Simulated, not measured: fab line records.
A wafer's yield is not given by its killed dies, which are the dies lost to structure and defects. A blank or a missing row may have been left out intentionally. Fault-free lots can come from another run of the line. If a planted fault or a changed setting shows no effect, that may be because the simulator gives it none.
What tool caused it? :: flow gf180mcu :: Sampling: 12 lots, 36 wafers, 2 of 602 route steps

== WHAT THE GAUGES READ, wafer by wafer ==
GF_V3_CD_MEAS_14: target cd 260 nm.
lot: L075
measured: day 22 21:31
on: cd-sem-01
cd-nm (nm): 261.0 260.7 260.5

lot: L077
measured: day 23 15:59
on: cd-sem-01
cd-nm (nm): 260.8 259.7 260.8

lot: L079
measured: day 24 11:29
on: cd-sem-01
cd-nm (nm): 260.6 259.9 260.6

lot: L081
measured: day 25 04:02
on: cd-sem-02
cd-nm (nm): 261.5 260.7 260.4

lot: L083
measured: day 25 18:33
on: cd-sem-02
cd-nm (nm): 259.4 258.5 259.7

lot: L085
measured: day 26 10:56
on: cd-sem-01
cd-nm (nm): 260.3 260.3 260.2

lot: L087
measured: day 27 05:41
on: cd-sem-01
cd-nm (nm): 259.8 260.4 259.8

lot: L089
measured: day 27 15:57
on: cd-sem-01
cd-nm (nm): 260.0 261.0 260.0

lot: L091
measured: day 28 11:07
on: cd-sem-01
cd-nm (nm): 261.1 261.1 261.8

lot: L093
measured: day 28 17:52
on: cd-sem-01
cd-nm (nm): 261.4 260.5 260.7

lot: L095
measured: day 29 09:41
on: cd-sem-01
cd-nm (nm): 259.7 259.2 259.6

lot: L097
measured: day 30 03:26
on: cd-sem-01
cd-nm (nm): 261.0 262.4 260.8

== WHICH TOOL RAN EACH LOT (tool, then ch and the chambers of the sampled wafers, then the start) ==
lot: L075
GF_V1_SPUTTER_21: pvd-sputter-04, day 18 14:52

lot: L077
GF_V1_SPUTTER_21: pvd-sputter-04, day 19 08:50

lot: L079
GF_V1_SPUTTER_21: pvd-sputter-04, day 20 07:00

lot: L081
GF_V1_SPUTTER_21: pvd-sputter-03, day 21 01:43

lot: L083
GF_V1_SPUTTER_21: pvd-sputter-01, day 21 17:43

lot: L085
GF_V1_SPUTTER_21: pvd-sputter-01, day 22 12:07

lot: L087
GF_V1_SPUTTER_21: pvd-sputter-04, day 23 10:04

lot: L089
GF_V1_SPUTTER_21: pvd-sputter-04, day 23 21:59

lot: L091
GF_V1_SPUTTER_21: pvd-sputter-01, day 24 14:03

lot: L093
GF_V1_SPUTTER_21: pvd-sputter-01, day 25 05:52

lot: L095
GF_V1_SPUTTER_21: pvd-sputter-01, day 25 17:27

lot: L097
GF_V1_SPUTTER_21: pvd-sputter-03, day 26 13:19
- GF_V1_SPUTTER_21: material Ti, target thk 15 nm, time 80.02 s.

== THE ANSWER, worked out from the rows above alone ==
Rule: the usual values come from the lots themselves. The widest of any qualifying gaps counts: lots, ordered by their means at a reading, are off when they make up no more than a third of the lots, leave a main group of 4 or more, and stand apart from it by 3 or more times the standard deviation of that group's means. A main group is skipped when, at the precision printed for the reading in the tables above, its means are all equal. A lot without any number at a reading at which 4 lots or more have one is off too. All remaining lots with rows at the step are treated as sound.
Across all readings shown, no lot is off: no conclusion can be drawn from this.

== WHAT WAS PUT IN BY THE SIMULATOR ==
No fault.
